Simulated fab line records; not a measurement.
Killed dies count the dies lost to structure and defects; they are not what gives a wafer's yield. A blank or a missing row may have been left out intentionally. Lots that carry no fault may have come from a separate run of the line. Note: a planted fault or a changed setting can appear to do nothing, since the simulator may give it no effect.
What tool caused it? | flow gf180mcu | 39 wafers from 13 lots sampled at 3 of the route's 602 steps

## WHAT THE GAUGES READ, wafer by wafer
GF_STI_THK_MEAS_22.
lot  | measured    | on            | STI_OXIDATION_01_THK (nm)
L968 | day 2 02:28 | film metro-04 | 15.02 15.14 15.19
L969 | day 2 08:38 | film metro-03 | 15.24 15.05 15.43
L971 | day 2 18:26 | film metro-02 | 14.85 14.91 14.93
L973 | day 3 06:21 | film metro-04 | 14.66 14.39 14.79
L975 | day 3 16:26 | film metro-04 | 14.91 15.08 15.13
L978 | day 4 07:04 | film metro-03 | 15.19 15.11 15.28
L979 | day 4 12:06 | film metro-02 | 15.11 15.29 15.18
L980 | day 4 18:25 | film metro-02 | 14.83 14.98 14.87
L987 | day 6 05:46 | film metro-04 | 15.10 14.96 14.66
L988 | day 6 12:11 | film metro-03 | 14.92 15.20 14.95
L989 | day 6 17:38 | film metro-03 | 14.81 14.88 15.21
L990 | day 6 21:26 | film metro-03 | 14.51 14.33 14.43
L991 | day 7 02:25 | film metro-03 | 15.12 14.90 14.94

GF_HV_LDD_OVL_MEAS_08.
lot  | measured     | on         | HV_LDD_OVL (nm)
L968 | day 10 02:14 | overlay-01 | -0.6 -2.7 -0.7
L969 | day 10 07:29 | overlay-02 | -0.7 -2.4 -2.0
L971 | day 10 21:17 | overlay-02 | 0.4 1.0 1.8
L973 | day 11 14:31 | overlay-02 | -3.5 -0.8 -3.2
L975 | day 12 05:56 | overlay-02 | -2.2 -2.8 -2.4
L978 | day 13 02:00 | overlay-02 | 0.4 1.4 1.3
L979 | day 13 13:05 | overlay-01 | -2.9 1.0 -1.0
L980 | day 13 20:13 | overlay-02 | -0.3 -1.1 0.6
L987 | day 16 01:16 | overlay-01 | -3.1 -1.3 -1.8
L988 | day 16 07:20 | overlay-01 | -0.6 1.7 -0.5
L989 | day 16 16:07 | overlay-02 | -2.6 -1.7 -3.5
L990 | day 16 21:35 | overlay-01 | -0.1 -1.7 0.7
L991 | day 17 06:43 | overlay-01 | -0.4 0.3 -0.1

## EACH LOT AND THE TOOL THAT RAN IT (in order: tool; ch and the chambers of the sampled wafers; start)
lot  | GF_POLY_GATE_ETCH_13
L968 | rie si-01 ch 1,2, day 9 06:18
L969 | rie si-01 ch 0,2,3, day 9 11:47
L971 | rie si-02 ch 1,3, day 10 00:58
L973 | rie si-01 ch 0,1,2, day 10 18:18
L975 | rie si-02 ch 0,2,3, day 11 08:48
L978 | rie si-01 ch 1,3, day 12 04:23
L979 | rie si-02 ch 0,1,3, day 12 15:31
L980 | rie si-02 ch 0,2, day 12 22:05
L987 | rie si-01 ch 2,3, day 15 00:50
L988 | rie si-01 ch 0,2,3, day 15 07:38
L989 | rie si-02 ch 1,2,3, day 15 14:29
L990 | rie si-02 ch 1,2,3, day 15 20:44
L991 | rie si-01 ch 0,2,3, day 16 06:04
- GF_POLY_GATE_ETCH_13: etches poly-Si in HBr/Cl2, stops on SiO2, target depth 198.5 nm, time 69.6 s.

## WHAT THE TOOLS THEMSELVES READ (means of the sampled wafers that have a number; where no wafer has one, the mark that the record gives instead)
GF_POLY_GATE_ETCH_13.
lot  | tool      | drypump motor current A (A) | oes product au (a.u.) | run length s (s) | throttle valve pct (%)
L968 | rie si-01 | 5.7                         | 0.983                 | 98.1             | 33.691
L969 | rie si-01 | 5.8                         | 0.997                 | 98.3             | 33.690
L971 | rie si-02 | 5.3                         | 0.986                 | 97.6             | 33.690
L973 | rie si-01 | 5.8                         | 0.992                 | 98.3             | 33.685
L975 | rie si-02 | 5.9                         | 0.986                 | 98.3             | 33.679
L978 | rie si-01 | 5.3                         | 0.995                 | 98.6             | 33.681
L979 | rie si-02 | 5.6                         | 0.895                 | 110.3            | 33.685
L980 | rie si-02 | 6.2                         | 0.892                 | 111.0            | 33.681
L987 | rie si-01 | 5.6                         | 0.982                 | 98.6             | 33.689
L988 | rie si-01 | 5.8                         | 0.995                 | 98.3             | 33.688
L989 | rie si-02 | 5.5                         | 0.995                 | 97.6             | 33.688
L990 | rie si-02 | 5.5                         | 0.979                 | 97.8             | 33.682
L991 | rie si-01 | 5.8                         | 0.988                 | 98.7             | 33.690

## THE ANSWER, worked out from the rows above alone
Rule: the lots themselves supply what counts as usual. Put in order of their means at a reading, lots are off if they are a third of the lots or fewer, leave a main group of 4 or more, and stand apart from it by a gap of 3 or more times the standard deviation of the main group's means; of several such gaps the widest counts. A main group whose means are all the same, to the digits that the tables above print for the reading, isn't used. Also off: a lot with no number at a reading for which 4 or more lots have one. The other lots that the step has rows for count as sound. First the gauges in route order, then the tools' own readings, where a lot's mean is used as printed above. At the first step where some lot is off, the reading lying furthest off is the one used; lots without a number count as furthest.
Off, at GF_POLY_GATE_ETCH_13 on run length s: L979, L980. Mean 98.2 s and standard deviation 0.37 in the main group.
A tool fits if, at that step or a process step before it, it ran every lot that is off, and no sound lot after the first of them. No candidate that was tried fits.

## WHAT HAD BEEN PUT IN BY THE SIMULATOR
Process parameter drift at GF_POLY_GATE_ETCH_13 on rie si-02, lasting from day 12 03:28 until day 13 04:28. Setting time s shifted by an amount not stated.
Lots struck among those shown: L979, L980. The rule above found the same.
